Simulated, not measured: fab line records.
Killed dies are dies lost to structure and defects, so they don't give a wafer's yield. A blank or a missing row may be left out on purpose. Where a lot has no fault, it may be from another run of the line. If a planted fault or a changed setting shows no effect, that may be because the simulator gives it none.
fab line records	flow sky130
record lots=12	wafers=36	last-day=50
route steps=708 shown VT_ADJUST_HVTP@92 VT_ADJUST_LVTN@118 VT_ADJUST_NCORE@129 VT_ADJUST_HVTR@135 PAD_OPEN@708
lots that met no fault: taken from a fault-free run of the same line
start-h: start of the lot's first displayed wafer, in hours after the record's first day	wait-h: time in hours since the lot's previous step	" as in the row above	L1.1+2: a single row standing in for several wafers	- no value, or no start was given	* or withheld: withheld	< > ~ a bound
route shown NAME@n: a module of which the file shows steps, and the number in the route of the first	usual: average and standard deviation across the fault-free wafers	same: alike in all rows	chamber/n: place in a boat	sites: readings site by site	_std_site: standard deviation across them	_edge_site: the outer-site mean with the inner-site mean subtracted	radius-mm: how far each site lies from the wafer's centre	mask NAME#n: copy n	behind: the tool/chamber that last shaped the wafer	hold: what put the lot on hold/how long, in hours/how the hold closed	device: the n, p or np transistor that did not switch	end of line: tests run on the same wafers once the route is complete	step lacking rows: just its recipe	killed: dies that structure and defects cost at the first sort, which is not the same as the wafer's yield	map: dies across one wafer; x = killed, . = not, _ = none there
set.NAME: setting as actually run; set.NAME@STEP: the setting as run at that earlier step	model.NAME: the simulator's own value behind a step, which no gauge read
a sample of lots followed through the steps of the route, with each step as a table and each wafer as a row
services: when a tool's chamber went out of use (start-h, in hours from the record's first day, below 0 if earlier), for how many hours, and the reason
## steps
# step SKY_VT_ADJUST_HVTP_CD_MEAS_07
# recipe target-cd-nm=380
# usual cd-nm=379.4/2.9
lot.wafer	tool	chamber	start-h	wait-h	cd-nm
L471.1	cd-sem-01	-	124.13	0.1	379.2
L471.4	"	-	"	"	381.0
L471.6	"	-	"	"	381.2
L472.3	cd-sem-02	-	131.47	0.1	377.4
L472.4	"	-	"	"	378.4
L472.5	"	-	"	"	378.0
L473.1	cd-sem-01	-	135.13	0.1	380.2
L473.2	"	-	"	"	378.0
L473.6	"	-	"	"	379.7
L475.1	cd-sem-02	-	148.78	0.1	376.7
L475.5	"	-	"	"	378.7
L475.6	"	-	"	"	378.6
L476.2	cd-sem-02	-	151.90	0.1	376.3
L476.3	"	-	"	"	378.6
L476.4	"	-	"	"	376.6
L477.1	cd-sem-02	-	156.97	0.1	380.3
L477.2	"	-	"	"	376.0
L477.5	"	-	"	"	379.7
L479.3	cd-sem-01	-	173.57	0.1	377.7
L479.5	"	-	"	"	378.0
L479.6	"	-	"	"	376.7
L480.2	cd-sem-01	-	178.14	0.1	372.7
L480.3	"	-	"	"	374.7
L480.4	"	-	"	"	374.3
L483.1	cd-sem-01	-	197.63	0.1	380.1
L483.3	"	-	"	"	377.7
L483.4	"	-	"	"	380.2
L486.4	cd-sem-01	-	215.79	0.1	374.8
L486.5	"	-	"	"	376.2
L486.6	"	-	"	"	376.4
L489.1	cd-sem-02	-	239.07	0.1	387.3
L489.4	"	-	"	"	383.9
L489.6	"	-	"	"	386.1
L494.2	cd-sem-01	-	265.15	0.1	375.8
L494.3	"	-	"	"	373.0
L494.4	"	-	"	"	377.9
# step SKY_VT_ADJUST_LVTN_TW_MEAS_21
# usual VT_ADJUST_LVTN_2_TW=189.3/1.4
lot.wafer	tool	chamber	start-h	wait-h	VT_ADJUST_LVTN_2_TW
L471.1	film-metro-03	-	164.37	0.1	186.1
L471.4	"	-	"	"	187.8
L471.6	"	-	"	"	186.8
L472.3	film-metro-01	-	171.49	0.1	188.9
L472.4	"	-	"	"	187.9
L472.5	"	-	"	"	188.1
L473.1	film-metro-04	-	174.57	0.1	192.2
L473.2	"	-	"	"	190.7
L473.6	"	-	"	"	191.4
L475.1	film-metro-03	-	190.12	0.1	187.8
L475.5	"	-	"	"	188.1
L475.6	"	-	"	"	187.5
L476.2	film-metro-03	-	193.71	0.1	190.1
L476.3	"	-	"	"	188.4
L476.4	"	-	"	"	189.8
L477.1	film-metro-03	-	199.62	0.1	189.0
L477.2	"	-	"	"	189.5
L477.5	"	-	"	"	189.3
L479.3	film-metro-03	-	218.18	0.1	188.1
L479.5	"	-	"	"	187.4
L479.6	"	-	"	"	187.3
L480.2	film-metro-03	-	222.76	0.1	188.4
L480.3	"	-	"	"	187.5
L480.4	"	-	"	"	188.2
L483.1	film-metro-01	-	244.52	0.1	188.6
L483.3	"	-	"	"	188.1
L483.4	"	-	"	"	189.7
L486.4	film-metro-03	-	262.39	0.1	188.5
L486.5	"	-	"	"	189.0
L486.6	"	-	"	"	189.3
L489.1	film-metro-03	-	286.22	0.1	188.6
L489.4	"	-	"	"	188.5
L489.6	"	-	"	"	188.3
L494.2	film-metro-04	-	315.48	0.1	191.6
L494.3	"	-	"	"	190.2
L494.4	"	-	"	"	191.4
# step SKY_VT_ADJUST_NCORE_STRIP_10
# recipe chemistry=O2/N2	power-w=1400	pressure-mtorr=1500	platen-temp-c=withheld	o2-flow-sccm=3000	n2-flow-sccm=300	overash-fraction=0.5
# usual drypump-motor-current-A=5.6/0.62	oes-product-au=0.716/0.0043	strip-time-to-endpoint-s=14.18/0.045
lot.wafer	tool	chamber	start-h	wait-h	drypump-motor-current-A	oes-product-au	rf-hours-counter-h	strip-time-to-endpoint-s
L471.1	plasma-asher-03	0	185.17	0.1	6.5	0.713	37	14.19
L471.4	"	1	"	"	4.9	0.714	-	14.24
L471.6	"	0	"	"	6.5	0.712	-	14.21
L472.3	plasma-asher-04	1	193.01	0.1	5.5	0.710	-	14.17
L472.4	"	0	"	"	5.0	0.722	-	14.17
L472.5	"	1	"	"	5.4	0.714	-	14.22
L473.1	plasma-asher-02	0	196.32	0.1	6.4	0.714	48	14.23
L473.2	"	1	"	"	5.5	0.717	48	14.27
L473.6	"	1	"	"	5.5	0.715	-	14.25
L475.1	plasma-asher-03	0	212.03	0.1	6.4	0.723	40	14.10
L475.5	"	1	"	"	4.9	0.717	-	14.21
L475.6	"	0	"	"	6.4	0.707	-	14.15
L476.2	plasma-asher-03	0	216.13	0.1	6.5	0.713	41	14.10
L476.3	"	1	"	"	4.9	0.715	-	14.13
L476.4	"	0	"	"	6.5	0.718	-	14.12
L477.1	plasma-asher-04	1	222.28	0.1	5.5	0.713	54	14.28
L477.2	"	0	"	"	5.0	0.713	54	14.27
L477.5	"	1	"	"	5.5	0.715	-	14.31
L479.3	plasma-asher-03	1	241.36	0.1	4.9	0.716	-	14.18
L479.5	"	1	"	"	4.9	0.723	-	14.21
L479.6	"	0	"	"	6.4	0.722	-	14.18
L480.2	plasma-asher-04	1	245.73	0.1	5.5	0.707	56	14.21
L480.3	"	0	"	"	5.0	0.710	-	14.24
L480.4	"	1	"	"	5.5	0.716	-	14.22
L483.1	plasma-asher-03	0	267.97	0.1	6.5	0.715	46	14.13
L483.3	"	1	"	"	4.9	0.708	-	14.10
L483.4	"	0	"	"	6.5	0.716	-	14.14
L486.4	plasma-asher-03	1	286.58	0.1	4.9	0.716	-	14.17
L486.5	"	1	"	"	5.0	0.721	-	14.16
L486.6	"	0	"	"	6.4	0.720	-	14.17
L489.1	plasma-asher-04	0	311.49	0.1	5.0	0.720	62	14.15
L489.4	"	1	"	"	5.4	0.711	-	14.14
L489.6	"	0	"	"	5.0	0.718	-	14.20
L494.2	plasma-asher-04	0	341.17	0.1	5.0	0.719	65	14.22
L494.3	"	0	"	"	5.0	0.715	-	14.21
L494.4	"	1	"	"	5.5	0.719	-	14.24
# step SKY_VT_ADJUST_HVTR_EXPOSE_04
# recipe mask-id=HVTRM	target-cd-nm=380	na=0.6	source-shape=conventional	sigma-outer=0.6	dose-mj=150
# usual exposure-dose-mJ-cm2=149.56/0.15	focus-offset-nm=0.1/0.52	reticle-temp-C=22.98/0.097
lot.wafer	tool	chamber	start-h	wait-h	mask	exposure-dose-mJ-cm2	focus-offset-nm	reticle-temp-C
L471.1	iline-stepper-02	0	196.45	-	HVTRM#0	149.75	1.0	23.00
L471.4	"	0	"	"	HVTRM#0	149.60	0.0	23.03
L471.6	"	0	"	"	HVTRM#0	149.44	0.0	22.96
L472.3	iline-stepper-02	0	203.31	-	HVTRM#0	149.68	-0.5	23.06
L472.4	"	0	"	"	HVTRM#0	149.75	0.0	23.06
L472.5	"	0	"	"	HVTRM#0	149.65	1.0	23.23
L473.1	iline-stepper-01	0	207.80	-	HVTRM#0	149.26	-0.1	22.92
L473.2	"	0	"	"	HVTRM#0	149.18	-0.5	22.98
L473.6	"	0	"	"	HVTRM#0	149.50	0.8	22.83
L475.1	iline-stepper-01	0	222.93	-	HVTRM#0	149.64	0.4	23.02
L475.5	"	0	"	"	HVTRM#0	149.48	0.4	23.11
L475.6	"	0	"	"	HVTRM#0	149.73	-0.3	23.01
L476.2	iline-stepper-02	0	227.88	-	HVTRM#0	149.53	0.6	22.77
L476.3	"	0	"	"	HVTRM#0	149.61	0.8	22.92
L476.4	"	0	"	"	HVTRM#0	149.43	0.4	22.87
L477.1	iline-stepper-02	0	233.88	-	HVTRM#0	149.55	-0.2	22.95
L477.2	"	0	"	"	HVTRM#0	149.32	0.1	22.93
L477.5	"	0	"	"	HVTRM#0	149.68	0.5	22.98
L479.3	iline-stepper-02	0	252.71	-	HVTRM#0	154.59	-0.5	22.92
L479.5	"	0	"	"	HVTRM#0	154.62	0.2	23.03
L479.6	"	0	"	"	HVTRM#0	154.61	0.1	23.05
L480.2	iline-stepper-02	0	257.41	-	HVTRM#0	154.61	-0.1	22.81
L480.3	"	0	"	"	HVTRM#0	154.14	0.4	22.87
L480.4	"	0	"	"	HVTRM#0	154.41	1.5	22.87
L483.1	iline-stepper-01	0	279.83	-	HVTRM#0	149.74	0.3	22.94
L483.3	"	0	"	"	HVTRM#0	149.57	0.4	22.89
L483.4	"	0	"	"	HVTRM#0	149.62	-0.4	23.11
L486.4	iline-stepper-02	0	299.11	-	HVTRM#0	152.79	-0.6	22.97
L486.5	"	0	"	"	HVTRM#0	152.75	0.2	22.97
L486.6	"	0	"	"	HVTRM#0	152.56	-0.1	22.78
L489.1	iline-stepper-01	0	324.62	-	HVTRM#0	149.40	0.6	22.85
L489.4	"	0	"	"	HVTRM#0	149.42	0.1	22.94
L489.6	"	0	"	"	HVTRM#0	149.54	0.0	22.89
L494.2	iline-stepper-01	0	355.03	-	HVTRM#0	149.73	-0.2	22.98
L494.3	"	0	"	"	HVTRM#0	149.87	-0.3	23.05
L494.4	"	0	"	"	HVTRM#0	149.93	-0.4	23.06
# step SKY_VT_ADJUST_HVTR_CD_MEAS_07
# recipe target-cd-nm=380
# usual cd-nm=379.8/2.9
lot.wafer	tool	chamber	start-h	wait-h	hold	cd-nm
L471.1	cd-sem-02	-	207.44	0.1	-	374.8
L471.4	"	-	"	"	-	374.9
L471.6	"	-	"	"	-	370.5
L472.3	cd-sem-02	-	214.98	0.1	-	380.4
L472.4	"	-	"	"	-	379.4
L472.5	"	-	"	"	-	381.4
L473.1	cd-sem-01	-	218.78	0.1	-	383.2
L473.2	"	-	"	"	-	384.5
L473.6	"	-	"	"	-	382.0
L475.1	cd-sem-01	-	234.18	0.1	-	381.7
L475.5	"	-	"	"	-	378.3
L475.6	"	-	"	"	-	377.0
L476.2	cd-sem-01	-	239.25	0.1	-	380.5
L476.3	"	-	"	"	-	380.7
L476.4	"	-	"	"	-	381.3
L477.1	cd-sem-02	-	245.13	0.1	-	376.7
L477.2	"	-	"	"	-	375.5
L477.5	"	-	"	"	-	374.1
L479.3	cd-sem-02	-	264.28	0.1	-	388.4
L479.5	"	-	"	"	-	386.3
L479.6	"	-	"	"	-	388.2
L480.2	cd-sem-02	-	268.65	0.1	await-dispo/0.2h/release	390.8
L480.3	"	-	"	"	await-dispo/0.2h/release	390.0
L480.4	"	-	"	"	await-dispo/0.2h/release	390.9
L480.2	cd-sem-02	-	268.94	0.3	-	390.9
L480.3	"	-	"	"	-	390.6
L480.4	"	-	"	"	-	390.8
L483.1	cd-sem-02	-	292.50	0.1	-	378.6
L483.3	"	-	"	"	-	382.2
L483.4	"	-	"	"	-	381.2
L486.4	cd-sem-02	-	311.55	0.1	-	383.2
L486.5	"	-	"	"	-	384.1
L486.6	"	-	"	"	-	384.8
L489.1	cd-sem-02	-	337.97	0.1	-	377.4
L489.4	"	-	"	"	-	377.0
L489.6	"	-	"	"	-	377.3
L494.2	cd-sem-01	-	369.14	0.1	-	380.7
L494.3	"	-	"	"	-	378.9
L494.4	"	-	"	"	-	379.8
# step SKY_PAD_OPEN_PROBE_99
# usual killed_at_M0_to_M3=42/7.2	killed_at_M4_up=3.4/2.1	killed-at-contacts=24/5.4	killed-at-front-end=15/4	killed-at-other=0.3/0.53	killed-dies=85/8.8	killed-open=47/6.7	killed-short=38/6.5
# same gross-dies=492	killed-at-back-side=0
lot.wafer	tool	chamber	start-h	wait-h	killed_at_M0_to_M3	killed_at_M4_up	killed-at-contacts	killed-at-front-end	killed-at-other	killed-dies	killed-open	killed-short
L479.3	prober-02	-	1130.73	0.2	46	2	20	18	1	87	50	36
L479.5	prober-02	-	1130.83	0.2	35	8	22	16	0	81	46	34
L479.6	prober-02	-	1130.88	0.2	36	2	14	22	2	76	43	31
# killed by level:class
L479.3 VIA1:geometric-particle:open=16 CONTACT:geometric-particle:open=8 VIA3:geometric-particle:open=6 POLY_GATE:geometric-particle:open=5 METAL3:geometric-particle:short=5 FIELD_ISO:geometric-particle:short=4 LOCAL_INTERCONNECT:geometric-particle:short=4 METAL2:geometric-particle:short=4
L479.5 CONTACT:geometric-particle:open=12 VIA1:geometric-particle:open=7 FIELD_ISO:geometric-particle:short=5 VIA3:geometric-particle:open=5 METAL4:geometric-particle:short=5 LI_CONTACT:geometric-particle:open=4 CONTACT:geometric-particle:short=4 METAL1:geometric-particle:short=4
L479.6 VIA1:geometric-particle:open=16 FIELD_ISO:geometric-particle:short=6 FIELD_ISO:geometric-particle:open=6 CONTACT:geometric-particle:open=6 SPACER:geometric-particle:open=6 METAL1:geometric-particle:short=6 VIA2:geometric-particle:short=4 LI_CONTACT:geometric-particle:open=3
## services
tool	chamber	start-h	hours	kind
iline-stepper-02	0	162.68	-	calibration
iline-stepper-02	-	165.22	8.9	pm
plasma-asher-02	-	174.23	2.8	pm
plasma-asher-04	-	175.02	4.3	repair
plasma-asher-04	-	187.30	2.8	pm
plasma-asher-02	-	204.79	1.5	repair
iline-stepper-01	-	209.03	1.7	pm
iline-stepper-01	0	234.05	-	calibration
iline-stepper-01	-	235.98	3.3	repair
iline-stepper-02	-	244.78	1.7	pm
plasma-asher-03	-	271.22	1.3	repair
plasma-asher-02	-	342.31	1.4	repair
plasma-asher-03	-	354.28	7.8	repair
## key
first-sign step=SKY_VT_ADJUST_HVTR_EXPOSE_04	reading=exposure-dose-mJ-cm2	direction=up	sigmas=29	usual=*	struck=*
effect step=SKY_VT_ADJUST_HVTR_CD_MEAS_07	reading=cd-nm	direction=up	sigmas=2.6	usual=379.8	struck=387.4	through=control-loop
met-at SKY_VT_ADJUST_HVTR_EXPOSE_04
struck-lots L479,L480,L486
tester-left-out L479,L480,L486
loop-trim step=SKY_VT_ADJUST_HVTR_EXPOSE_04	setting=dose	lots=L486
not-acting-at SKY_VT_ADJUST_HVTP_CD_MEAS_07,SKY_VT_ADJUST_LVTN_TW_MEAS_21,SKY_VT_ADJUST_NCORE_STRIP_10
onset-between 233.88 252.71
fault kind=process-parameter-drift	tool=iline-stepper-02	chamber=-	onset-h=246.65	steps=SKY_VT_ADJUST_HVTR_EXPOSE_04	channel=dose-mj	offset=4.9188	shape=step	acts-in=these-recipes-only	stated=150
# tester-left-out: of these lots the tester's yield and bins aren't shown, on N5 and GAA mostly nor the transistor test; their killed dies are dies lost to structure and defects alone, not to doping, threshold or leakage, so they don't give the yield
# loop-trim: a control loop set the setting to another value than it would have without faults
